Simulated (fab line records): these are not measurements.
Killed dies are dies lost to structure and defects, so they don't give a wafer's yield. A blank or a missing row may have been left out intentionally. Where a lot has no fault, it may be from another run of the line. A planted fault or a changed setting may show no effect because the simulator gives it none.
Struck lot and sound lot, side by side | flow sky130 | 36 steps out of a route of 708
Sound: the wafers L348.3, L348.5, L348.6. Wafers struck: L352.1, L352.3, L352.4. The cause comes at the end.
At each step with rows: each side's tool, then ch and its chambers, then its first start. Under that, the readings that differ: sound wafers | struck wafers | difference of the means | sigmas: that difference in standard deviations of wafers without a fault.
alike: a reading whose means differ by less than 2 such deviations, as well as words and numbers matching on both sides. not compared: withheld readings; readings where some wafer has no value; bounds like >300 that might hide an equal value; numbers whose values overlap and for which the record gives no deviation.
The two part at a step that has a row with sigmas, a row that says differs or no value, or rows on one side only. Non-overlapping numbers with no deviation appear without sigmas and do not part them. A reading that every wafer of one side lacks parts them only if that side has two wafers or more.

first, 10 steps without rows for these wafers: SKY_GATE_OXIDE_COAT_05 (resist thk 1140 nm); SKY_GATE_OXIDE_SOFTBAKE_06 (time 60 s); SKY_GATE_OXIDE_EXPOSE_07 (exposes mask LVOM, target cd 600 nm); SKY_GATE_OXIDE_PEB_08; SKY_GATE_OXIDE_DEVELOP_09 (develop time 60 s); SKY_GATE_OXIDE_IMPLANT_11; SKY_GATE_OXIDE_WET_ETCH_12 (etches SiO2 in dHF, target depth 16.8 nm, time 336 s); SKY_GATE_OXIDE_STRIP_13 (strips in O2/N2); SKY_GATE_OXIDE_CLEAN_15 (cleans in SC1/SC2, time 150 s); SKY_GATE_OXIDE_OXIDATION_16 (stabilise 600 s, purge 300 s, target thk 3.57 nm).
SKY_POLY_GATE_CVD_00: deposits poly-Si, target thk 180 nm, time 720 s.
  sound on lpcvd-01 ch 0, day 18 03:10; struck on lpcvd-01 ch 1, day 19 14:49
  reading                                       | sound                | struck               | difference | sigmas
  spike-tc-bottom-C (C)                         | 639.5 639.6 641.3    | 628.3 627.3 629.2    | -11.9      | -6
  spike-tc-centre-C (C)                         | 620.5 619.9 621.1    | 604.2 603.3 604.7    | -16.4      | -17
  spike-tc-lower-C (C)                          | 619.3 620.8 620.7    | 604.1 605.3 605.2    | -15.4      | -14
  spike-tc-top-C (C)                            | 640.1 638.9 640.2    | 623.0 624.0 623.3    | -16.3      | -15
  spike-tc-upper-C (C)                          | 619.4 619.1 620.7    | 605.4 606.0 605.1    | -14.2      | -9
  susceptor-temp-C (C)                          | 619.63 619.75 619.74 | 603.60 604.11 603.61 | -15.93     | -55
  zone-power-upper-pct (%)                      | 8.64 8.71 8.64       | 7.90 7.96 8.09       | -0.68      | -5
  model.poly-Si_of_POLY_GATE_CVD_00.thk-nm (nm) | 180.7 179.8 178      | 119.2 117.1 116.6    | -61.9      |
SKY_POLY_GATE_THK_MEAS_01:
  sound on film-metro-04, day 18 04:23; struck on film-metro-04, day 19 16:01
  reading                   | sound             | struck            | difference | sigmas
  POLY_GATE_CVD_00_THK (nm) | 180.7 179.7 178.0 | 119.2 117.1 116.6 | -61.8      | -34
then, 9 steps without rows for these wafers: SKY_RES_PROTECT_DEHYDRATE_00 (time 60 s); SKY_RES_PROTECT_HMDS_01 (prime time 60 s); SKY_RES_PROTECT_COAT_02 (resist thk 1140 nm); SKY_RES_PROTECT_SOFTBAKE_03 (time 60 s); SKY_RES_PROTECT_EXPOSE_04 (exposes mask RPM, target cd 1270 nm); SKY_RES_PROTECT_PEB_05; SKY_RES_PROTECT_DEVELOP_06 (develop time 60 s); SKY_POLY_GATE_IMPLANT_02; SKY_RES_PROTECT_STRIP_07 (strips in O2/N2).
SKY_RES_PROTECT_CLEAN_09: cleans in SC1/SC2, time 150 s.
  sound on wet-bench-03 ch 2, day 19 11:32; struck on wet-bench-03 ch 0, day 20 23:11
  reading                                       | sound             | struck            | difference | sigmas
  model.poly-Si_of_POLY_GATE_CVD_00.thk-nm (nm) | 180.1 179.1 177.3 | 118.6 116.4 115.9 | -61.9      |
then, 11 steps without rows for these wafers: SKY_POLY_GATE_CVD_03 (deposits Si3N4 from DCS/NH3, target thk 75 nm, time 1290 s); SKY_POLY_GATE_DEHYDRATE_05 (time 60 s); SKY_POLY_GATE_HMDS_06 (prime time 60 s); SKY_POLY_GATE_COAT_07 (resist thk 110 nm); SKY_POLY_GATE_COAT_08 (resist thk 450 nm); SKY_POLY_GATE_SOFTBAKE_09 (time 90 s); SKY_POLY_GATE_EXPOSE_10 (exposes mask P1M, target cd 150 nm); SKY_POLY_GATE_PEB_11; SKY_POLY_GATE_DEVELOP_12 (develop time 60 s); SKY_POLY_GATE_ETCH_15 (etches BARC in N2/H2, stops on SiO2, time 118.5 s, target depth 110 nm); SKY_POLY_GATE_ETCH_16 (etches Si3N4 in CH3F/O2, stops on poly-Si, time 147.5 s, target depth 75 nm).
SKY_POLY_GATE_ETCH_17: etches poly-Si in HBr/Cl2, stops on SiO2, target depth 180 nm, time 70.5 s.
  sound on rie-si-01 ch 0,1,2, day 20 20:51; struck on rie-si-02 ch 0,1,2, day 22 07:48
  reading                               | sound             | struck            | difference | sigmas
  oes-product-au (a.u.)                 | 0.982 0.982 0.976 | 0.761 0.736 0.747 | -0.232     | -32
  model.POLY_GATE.feature-depth-nm (nm) | 179.7 178.8 177.3 | 118.6 116.4 115.9 | -61.6      |
  model.etch.depth-nm (nm)              | 179.7 178.8 177.3 | 118.6 116.4 115.9 | -61.6      |
  alike: chamber-pressure-mTorr, drypump-motor-current-A, throttle-valve-pct
  not compared: rf-hours-counter-h
then, 1 step without rows for these wafers: SKY_POLY_GATE_STRIP_18 (strips in O2/N2).
-- a jump in the record: the struck wafers' starts before and after are 28 days apart (it breaks off in module POLY_GATE and resumes in module PAD_OPEN, where the first step shown is number 708 of the route) --
SKY_PAD_OPEN_PROBE_99:
  sound on prober-01, day 48 23:50; struck on prober-02, day 49 21:08
  reading                             | sound             | struck            | difference | sigmas
  model.etest.res-high-po.line-ohm-um | 735.1 738.4 724.5 | 1101 1103 1102    | +369       |
  model.etest.res-poly.line-ohm-um    | 508.7 505.4 521.2 | 770.3 783.4 792.5 | +270.3     |
  model.etest.tip-sonos.rs-ohm-sq     | 2622 2664 2651    | 2428 2420 2401    | -229       |
  model.etest.res-high-po.rs-ohm-sq   | 252.7 255.6 257   | 383 388 391.4     | +132       |
  model.etest.pfet_01v8.r-on-ohm-um   | 2843 2875 2808    | 2890 2924 2932    | +73        |
  model.etest.res-poly.rs-ohm-sq      | 47.34 47.66 47.75 | 73.21 74.32 74.96 | +26.58     |
  model.etest.cap-li-to-poly.c-af-um2 | 99.07 98.61 98.93 | 83.82 83.08 84.32 | -15.13     |
  alike: killed_at_M0_to_M3, killed_at_M4_up, killed-at-contacts, killed-at-front-end, killed-at-other, killed-dies, killed-open, killed-short
  not compared: model.etest.licon-poly.rc-ohm

## WHERE THEY PART
Earliest at SKY_POLY_GATE_CVD_00; latest, in this record, at SKY_POLY_GATE_ETCH_17. Later steps at which nothing parts them and some readings are alike: SKY_PAD_OPEN_PROBE_99.

WHY: whatever the simulator had introduced
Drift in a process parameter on lpcvd-01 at SKY_POLY_GATE_CVD_00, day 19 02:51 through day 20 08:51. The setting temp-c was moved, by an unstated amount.
